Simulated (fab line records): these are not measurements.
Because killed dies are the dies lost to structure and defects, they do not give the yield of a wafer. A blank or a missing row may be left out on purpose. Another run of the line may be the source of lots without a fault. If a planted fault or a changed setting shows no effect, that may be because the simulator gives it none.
A struck lot beside a sound one || flow gf180mcu || 17 out of 602 route steps
Sound: these wafers, L485.1, L485.4, L485.5. Struck: wafer L493.3 (L493.2, L493.4, from the same lot, were not struck and are left out); the cause is given at the end.
Each step with rows lists, per side, the tool, then ch with its chambers, then its first start. Under that, the readings that differ: sound wafers || struck wafers || difference of the means || sigmas: that difference in standard deviations of wafers without a fault.
alike: readings whose means differ by less than 2 such deviations, and words and numbers that are the same on both sides. not compared: withheld readings, readings that some wafer has no value for, bounds like >300 that may hide the same value, and numbers for which the record gives no deviation and whose values overlap.
A row with sigmas, a row that says differs or no value, or rows on one side alone: a step with any of these is where the two part. When numbers do not overlap yet have no deviation, they are printed without sigmas and do not part them. Lack of a reading on every wafer of one side parts them only where that side has two or more wafers.

first, 3 steps without rows for these wafers: GF_V4_EXPOSE_11 (exposes mask Via4, target cd 260 nm); GF_V4_PEB_12 (peb time 90 s); GF_V4_DEVELOP_13 (develop time 60 s).
GF_V4_CD_MEAS_14: target cd 260 nm.
  sound: cdSem-02 at day 25 16:04; struck: cdSem-02 at day 28 10:47
  alike: cdNm
GF_V4_OVL_MEAS_15:
  sound: overlay-01 at day 25 16:11; struck: overlay-02 at day 28 10:54
{"reading": "V4_OVL (nm)", "sound": "1 -5 8", "struck": -13, "difference": -14, "sigmas": -2}
GF_V4_ETCH_16: etches BARC in N2/H2.
  sound on rieDiel-03 ch 0,3, day 25 16:13; struck on rieDiel-03 ch 3, day 28 10:56
{"reading": "drypumpMotorCurrentA (A)", "sound": "5.89 6.30 5.84", "struck": 6.29, "difference": "+0.28", "sigmas": "+2"}
  alike: biasW, oesProductAu, throttleValvePct
GF_V4_ETCH_17: etches SiO2 in C4F8/O2/Ar, stops on TiN, target depth 630 nm.
  sound: rieDiel-03 ch 0,3; struck: rieDiel-03 ch 3
{"reading": "oesProductAu (a.u.)", "sound": "0.858 0.867 0.858", "struck": 0.850, "difference": -0.011, "sigmas": -2}
  alike: biasW
then, 3 steps without rows for these wafers: GF_V4_STRIP_18 (strips in O2/N2); GF_V4_STRIP_19 (strips in post etch residue remover, time 1200 s); GF_V4_CLEAN_20 (cleans in DIW).
GF_V4_SPUTTER_21: material Ti, target thk 15 nm, time 80.02 s.
  sound: pvdSputter-01 at day 25 16:55; struck: pvdSputter-01 at day 28 11:35
  alike: cathodeDcPowerW, throttleValvePct
GF_V4_SPUTTER_22: material TiN, target thk 10 nm, time 40 s.
  sound: pvdSputter-01 at day 25 16:58; struck: pvdSputter-01 at day 28 11:39
  alike: cathodeDcPowerW, throttleValvePct
GF_V4_CVD_23: deposits W, target thk 350 nm, time 104.9 s.
  sound on cvdW-02 ch 0,1, day 25 17:01; struck on cvdW-02 ch 1, day 28 11:41
{"reading": "chamberPressureTorr (Torr)", "sound": "40.02 40.13 40.05", "struck": 46.69, "difference": "+6.62", "sigmas": "+76"}
{"reading": "model.W_of_V4_CVD_23.thkNm (nm)", "sound": "348.6 352.6 349.7", "struck": 378.4, "difference": "+28.1", "sigmas": ""}
  alike: heaterPowerW
GF_V4_RS_MEAS_24: measures by four-point-probe.
  sound: filmMetro-04 at day 25 17:08; struck: filmMetro-04 at day 28 11:49
{"reading": "V4_W_RS (ohm/sq)", "sound": "0.328 0.325 0.328", "struck": 0.303, "difference": -0.024, "sigmas": -7}
GF_V4_THK_MEAS_25: measures by xrf.
  sound: filmMetro-04 at day 25 17:15; struck: filmMetro-04 at day 28 11:56
{"reading": "V4_W_THK (nm)", "sound": "349 351 350", "struck": 382, "difference": "+32", "sigmas": "+7"}
GF_V4_CMP_26: polishes, stops on SiO2, t overpolish 15 s, target thk 0 nm.
  sound on cmp-02 ch 0,3, day 25 17:22; struck on cmp-01 ch 3, day 28 11:59
  alike: motorCurrentA
-- the record jumps here: 4 days lie between the struck wafers' starts before and after (it left off in module V4 and takes up again in module PASSIVATION, whose first step shown is number 602 of the route) --
GF_PASSIVATION_PROBE_99:
  rows exist in the record for the struck wafers here (prober-02, day 32 14:15), but not for the sound ones

## WHERE THEY PART
Last at GF_PASSIVATION_PROBE_99 as far as this record goes, first at GF_V4_OVL_MEAS_15.

WHY: what the simulator had put in
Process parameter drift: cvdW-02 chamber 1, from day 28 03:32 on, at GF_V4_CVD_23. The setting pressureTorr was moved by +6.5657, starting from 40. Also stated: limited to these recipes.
